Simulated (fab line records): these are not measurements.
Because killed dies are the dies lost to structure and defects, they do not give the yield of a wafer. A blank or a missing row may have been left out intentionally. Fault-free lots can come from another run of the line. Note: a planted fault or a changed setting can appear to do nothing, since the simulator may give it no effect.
Matching of chambers || flow gf180mcu || cmp-01 running GF_CONTACT_CMP_27: 4 sister chambers
The step polishes, stops on SiO2, t overpolish 15 s, target thk 0 nm. 4 wafers are shown with their chamber, then 7 later ones without.

WAFERS, EACH WITH ITS CHAMBER
{"wafer": "L954.5", "chamber": 2, "motor_current_A (A)": 12.1}
{"wafer": "L957.4", "chamber": 3, "motor_current_A (A)": 10.1}
{"wafer": "L960.1", "chamber": 1, "motor_current_A (A)": 11.0}
{"wafer": "L960.3", "chamber": 0, "motor_current_A (A)": 11.9}

WAFERS WHOSE CHAMBER IS MISSING
{"wafer": "L960.5", "motor_current_A (A)": 12.2}
{"wafer": "L963.3", "motor_current_A (A)": 10.0}
{"wafer": "L963.4", "motor_current_A (A)": 12.2}
{"wafer": "L963.6", "motor_current_A (A)": 10.1}
{"wafer": "L969.1", "motor_current_A (A)": 12.4}
{"wafer": "L969.3", "motor_current_A (A)": 11.7}
{"wafer": "L969.5", "motor_current_A (A)": 10.2}

EACH ONE'S CHAMBER
{"wafer": "L960.5", "from the rows above": "can't be placed: 2 or 0", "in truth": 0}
{"wafer": "L963.3", "from the rows above": 3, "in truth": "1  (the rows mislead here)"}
{"wafer": "L963.4", "from the rows above": "can't be placed: 2 or 0", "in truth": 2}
{"wafer": "L963.6", "from the rows above": 3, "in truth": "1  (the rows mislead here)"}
{"wafer": "L969.1", "from the rows above": "can't be placed: 2 or 0", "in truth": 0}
{"wafer": "L969.3", "from the rows above": "can't be placed: 0 or 2", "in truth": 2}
{"wafer": "L969.5", "from the rows above": 3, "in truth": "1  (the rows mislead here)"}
Placed correctly: 0 of 7. Unplaceable from these rows: 4, with the true chamber sitting among the candidates in 4. Number placed wrongly: 3.
How it was worked out, from the rows above alone: a wafer's distance from a chamber is the root of the sum, over the readings, of the square of ((its reading less the chamber's mean) divided by the reading's scatter). The wafer belongs to the nearest chamber; if the next one is less than 2 further off, it can't be placed. A chamber's mean is the mean of its shown wafers. The scatter: root of mean squared gap, hidden wafer to nearest shown wafer, with one shown wafer a chamber.
